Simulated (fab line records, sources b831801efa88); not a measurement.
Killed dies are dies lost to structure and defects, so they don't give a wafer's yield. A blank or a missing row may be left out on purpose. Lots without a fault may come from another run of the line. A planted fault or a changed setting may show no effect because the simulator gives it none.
Chamber matching | flow sky130 | SKY_VIA3_ETCH_14 on rie_diel-04: 4 sister chambers
The step etches BARC in N2/H2, stops on SiO2, time 45.9 s, target depth 60 nm. 4 wafers are shown with their chamber, then 9 later ones without.

WAFERS WITH THEIR CHAMBER
wafer  | chamber | drypump_motor_current_A (A)
L083.3 | 2       | 6.0
L089.4 | 0       | 4.9
L089.5 | 1       | 5.7
L089.6 | 3       | 5.8

WAFERS WITHOUT THEIR CHAMBER
wafer  | drypump_motor_current_A (A)
L091.3 | 4.9
L091.4 | 5.7
L091.6 | 5.8
L090.1 | 4.9
L090.2 | 5.7
L090.5 | 6.0
L092.2 | 5.7
L092.3 | 6.0
L092.4 | 5.9

WHICH CHAMBER EACH WENT THROUGH
wafer  | from the rows above     | in truth
L091.3 | 0                       | 0
L091.4 | 1                       | 1
L091.6 | 3                       | 3
L090.1 | 0                       | 0
L090.2 | 1                       | 1
L090.5 | 2                       | 2
L092.2 | 1                       | 1
L092.3 | 2                       | 2
L092.4 | can't be placed: 2 or 3 | 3
Placed correctly: 8 of 9. Can't be placed from these rows: 1 (the true chamber is among the candidates in 1). Placed wrongly: 0.
How it was worked out, from the rows above alone: a wafer's distance from a chamber is the root of the sum, over the readings, of the square of ((its reading less the chamber's mean) divided by the reading's scatter). The wafer belongs to the nearest chamber; if the next one is less than 2 further off, it can't be placed. A chamber's mean is the mean of its shown wafers. The scatter: with one shown wafer a chamber, the root of the mean of the squares of how far each hidden wafer lies from its nearest shown one.
